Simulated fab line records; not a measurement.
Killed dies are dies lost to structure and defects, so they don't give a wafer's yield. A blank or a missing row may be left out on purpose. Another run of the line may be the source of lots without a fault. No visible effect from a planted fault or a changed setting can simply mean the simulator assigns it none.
fab line records	flow sky130
record: lots: 12	wafers: 36	last-day: 50
route steps=708 shown FIELD_ISO@14 SPACER@306 POLY_CUT@318 VIA1@460
lots that met no fault: from a run of the same line without faults
start-h: the number of hours between the record's first day and the start of the first shown wafer of the lot	wait-h: hours from the lot's prior step to this one	" repeats the value in the row above	L1.1+2: a row that stands for several wafers	- no value present, or no start provided	* or withheld: withheld	< > ~ a bound
route shown NAME@n: a module of which the file shows steps, and the number in the route of the first	usual: mean/standard deviation of fault-free wafers	same: alike in all rows	chamber/n: place in a boat	sites: each site's reading	_std_site: the values' standard deviation	_edge_site: mean of outer sites minus mean of inner sites	radius-mm: for every site, how far away it sits from the centre of the wafer	mask NAME#n: copy n	behind: the tool/chamber that last shaped the wafer	hold: why the lot was held/for how many hours/how that ended	device: transistor that didn't switch, given as n, p or np	end of line: the route-end tests of the same wafers	where a step has no rows: the recipe by itself	killed: at the first sort, the dies lost to defects and structure; wafer yield is something else	map: shows each die of a wafer: x if killed, . if not, _ if none is there
set.NAME: the setting the step ran with; set.NAME@STEP: the setting that earlier step ran with	model.NAME: the simulator's own value behind a step, which no gauge read
a sample of lots followed through the steps of the route, with each step as a table and each wafer as a row
services: the hour from which a tool's chamber was out of use, counted from the record's first day as start-h (under 0 if before that day), plus the number of hours and why
== steps ==
step: SKY_FIELD_ISO_CD_MEAS_13
recipe: target-cd-nm: 150
usual: cd-nm: 150.0/1.3
lot.wafer	tool	chamber	start-h	wait-h	cd-nm
L781.2	cd-sem-02	-	46.29	-	151.9
L781.3	"	-	"	"	151.3
L781.6	"	-	"	"	152.2
L782.2	cd-sem-01	-	46.46	-	149.8
L782.3	"	-	"	"	149.6
L782.5	"	-	"	"	149.4
L783.1	cd-sem-02	-	53.97	-	149.0
L783.3	"	-	"	"	149.7
L783.5	"	-	"	"	149.1
L786.3	cd-sem-01	-	66.55	-	147.5
L786.4	"	-	"	"	148.2
L786.6	"	-	"	"	147.9
L787.1	cd-sem-01	-	69.91	-	150.3
L787.2	"	-	"	"	151.1
L787.5	"	-	"	"	149.5
L789.2	cd-sem-01	-	82.54	-	149.7
L789.4	"	-	"	"	150.2
L789.6	"	-	"	"	151.1
L790.2	cd-sem-01	-	84.86	-	148.1
L790.3	"	-	"	"	149.0
L790.6	"	-	"	"	148.9
L793.1	cd-sem-02	-	102.61	-	150.8
L793.2	"	-	"	"	150.2
L793.3	"	-	"	"	152.4
L799.2	cd-sem-02	-	134.44	-	150.2
L799.3	"	-	"	"	150.9
L799.6	"	-	"	"	150.3
L801.1	cd-sem-01	-	147.12	-	151.2
L801.2	"	-	"	"	149.4
L801.5	"	-	"	"	151.3
L800.3	cd-sem-02	-	147.25	-	148.1
L800.4	"	-	"	"	150.0
L800.5	"	-	"	"	150.3
L802.1	cd-sem-01	-	152.49	-	151.3
L802.2	"	-	"	"	150.1
L802.6	"	-	"	"	151.4
step: SKY_SPACER_ETCHBACK_02
recipe: chemistry: CH3F/O2	target: Si3N4	stop-on: SiO2	source-w: 400	bias-w: 80	pressure-mtorr: 25	ch3f-flow-sccm: 40	O2_flow_sccm: 30	time-s: 46.7	target-depth-a: 450
usual: ch3f-flow-sccm: 40.02/0.13	drypump-motor-current-A: 5.3/0.39	oes-product-au: 0.859/0.0073	throttle-valve-pct: 10.563/0.0089
lot.wafer	tool	chamber	start-h	wait-h	ch3f-flow-sccm	drypump-motor-current-A	oes-product-au	rf-hours-counter-h	throttle-valve-pct
L782.2	rie-diel-03	1	569.09	0.0	39.90	4.6	0.860	6	10.573
L782.3	"	3	"	"	40.03	5.8	0.857	62	10.551
L782.5	"	0	"	"	40.33	5.5	0.858	-	10.573
L781.2	rie-diel-03	2	569.15	0.0	39.97	5.3	0.871	8	10.576
L781.3	"	1	"	"	40.09	4.6	0.856	7	10.550
L781.6	"	0	"	"	40.18	5.5	0.862	-	10.554
L783.1	rie-diel-02	3	570.30	0.1	39.97	5.3	0.862	10	10.534
L783.3	"	0	"	"	40.16	5.0	0.869	14	10.559
L783.5	"	0	"	"	39.92	5.0	0.861	-	10.563
L786.3	rie-diel-01	2	590.82	0.0	39.94	4.7	0.855	73	10.561
L786.4	"	2	"	"	39.98	4.7	0.866	-	10.564
L786.6	"	0	"	"	40.25	5.7	0.868	-	10.557
L787.1	rie-diel-03	1	602.98	0.1	40.10	4.6	0.850	7	10.565
L787.2	"	0	"	"	39.97	5.5	0.848	30	10.577
L787.5	"	1	"	"	40.15	4.6	0.847	-	10.563
L789.2	rie-diel-03	0	616.25	0.0	39.73	5.5	0.858	30	10.570
L789.4	"	2	"	"	39.94	5.3	0.858	9	10.579
L789.6	"	1	"	"	39.93	4.6	0.851	-	10.562
L790.2	rie-diel-01	2	619.22	0.0	39.95	4.7	0.846	0	10.548
L790.3	"	0	"	"	39.83	5.8	0.851	7	10.570
L790.6	"	1	"	"	39.92	5.2	0.845	-	10.569
L793.1	rie-diel-03	2	664.66	0.1	40.30	5.3	0.853	10	10.548
L793.2	"	0	"	"	40.12	5.5	0.859	31	10.577
L793.3	"	1	"	"	40.13	4.6	0.863	8	10.585
L799.2	rie-diel-02	2	703.72	0.0	40.19	5.0	0.864	15	10.548
L799.3	"	0	"	"	39.93	5.0	0.863	17	10.563
L799.6	"	3	"	"	39.75	5.3	0.858	-	10.559
L800.3	rie-diel-02	0	718.14	0.0	39.88	5.0	0.857	17	10.570
L800.4	"	2	"	"	40.10	5.0	0.862	16	10.555
L800.5	"	1	"	"	39.89	5.2	0.867	-	10.583
L801.1	rie-diel-01	1	721.76	0.1	39.97	5.2	0.856	2	10.542
L801.2	"	0	"	"	39.90	5.7	0.857	9	10.568
L801.5	"	2	"	"	40.24	4.7	0.847	-	10.556
L802.1	rie-diel-02	2	726.61	0.1	40.02	5.0	0.853	16	10.558
L802.2	"	0	"	"	39.91	5.0	0.846	17	10.545
L802.6	"	1	"	"	40.13	5.3	0.846	-	10.562
step: SKY_POLY_CUT_ETCH_11
recipe: target: Si3N4	chemistry: CF4/CH2F2/Ar	stop-on: poly-Si	source-w: 600	bias-w: 150	pressure-mtorr: 40	cf4-flow-sccm: 40	ch2f2-flow-sccm: 20	Ar_flow_sccm: 150	time-s: 41.59	target-depth-a: 600
usual: drypump-motor-current-A: 5.4/0.38	oes-product-au: 0.846/0.0056	throttle-valve-pct: 14.996/0.009
lot.wafer	tool	chamber	start-h	wait-h	drypump-motor-current-A	oes-product-au	rf-hours-counter-h	throttle-valve-pct
L782.2	rie-diel-03	2	598.31	0.0	5.3	0.842	9	14.997
L782.3	"	1	"	"	4.6	0.847	7	14.994
L782.5	"	3	"	"	5.9	0.844	-	14.987
L781.2	rie-diel-04	0	598.80	0.0	5.6	0.852	61	14.991
L781.3	"	2	"	"	5.8	0.857	8	14.988
L781.6	"	3	"	"	5.3	0.848	-	15.002
L783.1	rie-diel-01	0	599.91	0.0	5.7	0.840	7	15.004
L783.3	"	3	"	"	5.8	0.839	1	15.011
L783.5	"	1	"	"	5.2	0.845	-	14.977
L786.3	rie-diel-04	2	619.71	0.0	5.8	0.837	8	15.000
L786.4	"	3	"	"	5.2	0.852	16	15.002
L786.6	"	2	"	"	5.8	0.851	-	14.983
L787.1	rie-diel-03	3	631.80	0.0	5.8	0.844	63	14.989
L787.2	"	2	"	"	5.3	0.856	9	14.988
L787.5	"	0	"	"	5.5	0.851	-	14.995
L789.2	rie-diel-01	1	645.76	0.0	5.2	0.843	1	15.003
L789.4	"	2	"	"	4.7	0.850	0	14.996
L789.6	"	0	"	"	5.8	0.835	-	15.004
L790.2	rie-diel-03	0	648.34	0.0	5.4	0.847	31	14.996
L790.3	"	2	"	"	5.3	0.842	10	15.002
L790.6	"	2	"	"	5.3	0.844	-	14.987
L793.1	rie-diel-01	0	692.39	0.0	5.7	0.848	8	14.996
L793.2	"	2	"	"	4.7	0.806	1	14.980
L793.3	"	3	"	"	5.8	0.847	2	14.981
L799.2	rie-diel-01	0	731.71	0.0	5.7	0.849	9	14.984
L799.3	"	1	"	"	5.3	0.850	2	14.987
L799.6	"	0	"	"	5.7	0.841	-	15.002
L800.3	rie-diel-04	0	746.99	0.0	5.7	0.857	1	14.993
L800.4	"	3	"	"	5.3	0.852	19	14.996
L800.5	"	3	"	"	5.3	0.853	-	14.992
L801.1	rie-diel-01	1	749.51	0.0	5.3	0.847	3	14.990
L801.2	"	0	"	"	5.7	0.839	9	14.998
L801.5	"	0	"	"	5.7	0.844	-	15.008
L802.1	rie-diel-04	3	754.99	0.0	5.3	0.852	20	15.001
L802.2	"	0	"	"	5.6	0.848	2	14.995
L802.6	"	3	"	"	5.3	0.851	-	14.993
step: SKY_VIA1_CMP_02
recipe: material: SiO2	down-force-psi: 4	platen-rpm: 60	pad-velocity-m-s: 0.94248
usual: motor-current-A: 12.7/1.2
lot.wafer	tool	chamber	start-h	wait-h	motor-current-A
L782.3	cmp-01	1	802.05	0.0	14.6
L782.2	"	3	"	"	12.6
L782.5	"	1	"	"	14.3
L781.3	cmp-01	1	802.70	0.0	13.5
L781.2	"	2	"	"	12.5
L781.6	"	2	"	"	11.0
L783.1	cmp-01	0	803.86	0.1	12.8
L783.3	"	1	"	"	13.7
L783.5	"	3	"	"	12.8
L786.4	cmp-02	0	821.06	0.0	10.5
L786.3	"	2	"	"	14.5
L786.6	"	1	"	"	13.1
L787.1	cmp-01	1	832.96	0.1	14.4
L787.2	"	3	"	"	12.9
L787.5	"	0	"	"	12.6
L789.4	cmp-01	0	843.76	0.0	12.5
L789.2	"	2	"	"	12.3
L789.6	"	0	"	"	13.3
L790.2	cmp-02	2	847.50	0.0	14.6
L790.3	"	1	"	"	13.1
L790.6	"	3	"	"	10.0
L793.3	cmp-01	0	889.13	0.0	12.7
L793.1	"	2	"	"	12.1
L793.2	"	3	"	"	12.8
L799.2	cmp-01	0	924.50	0.0	13.0
L799.3	"	1	"	"	14.1
L799.6	"	0	"	"	12.5
L800.4	cmp-02	0	935.46	0.1	10.8
L800.3	"	1	"	"	12.1
L800.5	"	3	"	"	10.0
L801.1	cmp-01	3	939.21	0.1	12.6
L801.2	"	0	"	"	12.4
L801.5	"	3	"	"	12.2
L802.2	cmp-01	3	943.76	0.0	12.3
L802.1	"	1	"	"	14.2
L802.6	"	0	"	"	12.9
step: SKY_VIA1_CD_MEAS_12
recipe: target-cd-nm: 150
usual: cd-nm: 150.2/1.6
lot.wafer	tool	chamber	start-h	wait-h	cd-nm
L782.2	cd-sem-02	-	828.57	-	148.1
L782.3	"	-	"	"	149.6
L782.5	"	-	"	"	149.6
L781.2	cd-sem-02	-	829.72	-	150.1
L781.3	"	-	"	"	149.4
L781.6	"	-	"	"	151.0
L783.1	cd-sem-02	-	830.54	-	152.1
L783.3	"	-	"	"	149.8
L783.5	"	-	"	"	152.0
L786.3	cd-sem-02	-	847.56	-	149.7
L786.4	"	-	"	"	151.4
L786.6	"	-	"	"	150.3
L787.1	cd-sem-02	-	859.24	-	149.2
L787.2	"	-	"	"	150.8
L787.5	"	-	"	"	149.2
L789.2	cd-sem-01	-	870.11	-	148.2
L789.4	"	-	"	"	148.6
L789.6	"	-	"	"	148.9
L790.2	cd-sem-02	-	873.89	-	151.1
L790.3	"	-	"	"	148.4
L790.6	"	-	"	"	148.7
L793.1	cd-sem-02	-	914.35	-	148.7
L793.2	"	-	"	"	148.8
L793.3	"	-	"	"	150.0
L799.2	cd-sem-01	-	949.32	-	151.3
L799.3	"	-	"	"	149.7
L799.6	"	-	"	"	150.4
L800.3	cd-sem-02	-	961.25	-	151.3
L800.4	"	-	"	"	150.1
L800.5	"	-	"	"	151.7
L801.1	cd-sem-01	-	963.74	-	148.6
L801.2	"	-	"	"	149.8
L801.5	"	-	"	"	149.5
L802.1	cd-sem-01	-	968.75	-	147.1
L802.2	"	-	"	"	147.3
L802.6	"	-	"	"	148.8
== services ==
tool	chamber	start-h	hours	kind
cmp-01	-	552.22	1.1	repair
rie-diel-01	0	554.22	4.8	repair
rie-diel-02	1	563.76	3.9	repair
rie-diel-02	-	568.22	0.4	repair
cmp-01	-	569.10	0.8	repair
cmp-01	-	572.00	4.0	pm
rie-diel-03	1	595.12	3.1	repair
rie-diel-02	-	598.72	0.2	repair
rie-diel-02	0	623.00	7.2	repair
cmp-01	-	694.41	0.8	repair
rie-diel-03	2	703.24	2.7	repair
rie-diel-02	1	797.92	6.8	repair
rie-diel-01	-	798.95	0.7	repair
cmp-01	-	816.18	3.3	repair
cmp-01	-	819.44	6.5	pm
rie-diel-01	1	821.60	13.3	repair
rie-diel-01	2	832.77	2.7	repair
cmp-01	-	851.39	2.0	repair
rie-diel-01	1	888.68	6.7	repair
cmp-01	-	912.03	4.0	pm
rie-diel-01	0	914.73	3.9	repair
rie-diel-03	2	918.33	1.2	repair
rie-diel-03	0	922.71	17.3	repair
rie-diel-03	1	933.75	6.1	repair
== key ==
first-sign: step: SKY_POLY_CUT_ETCH_11	reading: oes-product-au	direction: down	sigmas: 7.2	usual: 0.846	struck: 0.806
effect none on later readings
met-at SKY_SPACER_ETCHBACK_02
struck-lots L793
struck-wafers L793.2
tester-left-out L793
not-acting-at SKY_FIELD_ISO_CD_MEAS_13,SKY_VIA1_CMP_02,SKY_VIA1_CD_MEAS_12
onset-between 616.25 664.66
fault: kind: process-parameter-drift	tool: rie-diel-03	chamber: 0	onset-h: 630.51	steps: SKY_SPACER_ETCHBACK_02	channel: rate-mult	offset: 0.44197	shape: step	end-h: 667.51
tester-left-out: of these lots the tester's yield and bins aren't shown, on N5 and GAA mostly nor the transistor test; their killed dies are dies lost to structure and defects alone, not to doping, threshold or leakage, so they don't give the yield
